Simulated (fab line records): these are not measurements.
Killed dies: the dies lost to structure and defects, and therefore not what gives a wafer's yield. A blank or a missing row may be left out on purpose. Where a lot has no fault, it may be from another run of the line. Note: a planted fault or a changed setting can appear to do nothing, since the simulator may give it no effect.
Chamber matching -- flow sky130 -- 4 sister chambers for SKY_VIA2_ETCH_15 on rieDiel-04
The step etches SiO2 in C4F8/O2/Ar, stops on TiN, target depth 546 nm, time 84 s. 18 wafers are shown with their chamber, then 9 later ones without.

== EACH WAFER AND ITS CHAMBER ==
wafer,chamber,rfFwdPowerW (W),oesProductAu (a.u.)
L076.1,3,1488,0.941
L076.5,0,1495,0.937
L076.6,3,1486,0.943
L077.2,1,1485,0.937
L077.3,2,1483,0.944
L077.5,0,1487,0.939
L080.1,1,1488,0.940
L080.4,2,1486,0.942
L080.5,1,1484,0.944
L083.1,3,1492,0.947
L083.2,1,1495,0.932
L083.3,0,1494,0.941
L084.1,1,1476,0.942
L084.4,3,1482,0.949
L084.6,0,1489,0.933
L086.4,3,1492,0.934
L086.5,2,1486,0.939
L086.6,3,1489,0.948

SIGNATURES, as means of the wafers listed above
reading,chamber 0,chamber 1,chamber 2,chamber 3,scatter within a chamber
rfFwdPowerW,1491.25,1485.60,1485.00,1488.17,4.73
oesProductAu,0.93750,0.93900,0.94167,0.94367,0.00459
Rule: a wafer lies at a distance from a chamber equal to the root of the sum of squares, over the readings, of (its reading less the chamber's mean, divided by the reading's scatter). If the next closest chamber is less than 2 further off than the closest, the wafer can't be placed; otherwise it belongs to the closest. The scatter: take each reading less its chamber's mean, square it, sum over the shown wafers, divide by the number of wafers less the number of chambers, and take the root.

== WAFERS WHOSE CHAMBER IS MISSING ==
wafer,rfFwdPowerW (W),oesProductAu (a.u.)
L089.2,1493,0.942
L089.3,1494,0.934
L089.5,1495,0.943
L092.3,1489,0.944
L092.5,1490,0.936
L092.6,1488,0.945
L093.2,1488,0.937
L093.3,1487,0.950
L093.5,1487,0.941

== EACH ONE'S CHAMBER ==
wafer,from the rows above,in truth
L089.2,can't be placed: 0 or 3 or 2 or 1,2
L089.3,can't be placed: 0 or 1 or 3 or 2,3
L089.5,can't be placed: 0 or 3 or 2 or 1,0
L092.3,can't be placed: 3 or 2 or 1 or 0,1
L092.5,can't be placed: 0 or 1 or 2 or 3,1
L092.6,can't be placed: 3 or 2 or 1 or 0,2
L093.2,can't be placed: 1 or 0 or 2 or 3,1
L093.3,can't be placed: 3 or 2 or 1 or 0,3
L093.5,can't be placed: 2 or 1 or 3 or 0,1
Correct placement for 0 of the 9. Not placeable from these rows: 9 (in 9, the candidates include the true chamber). 0 placed wrongly.
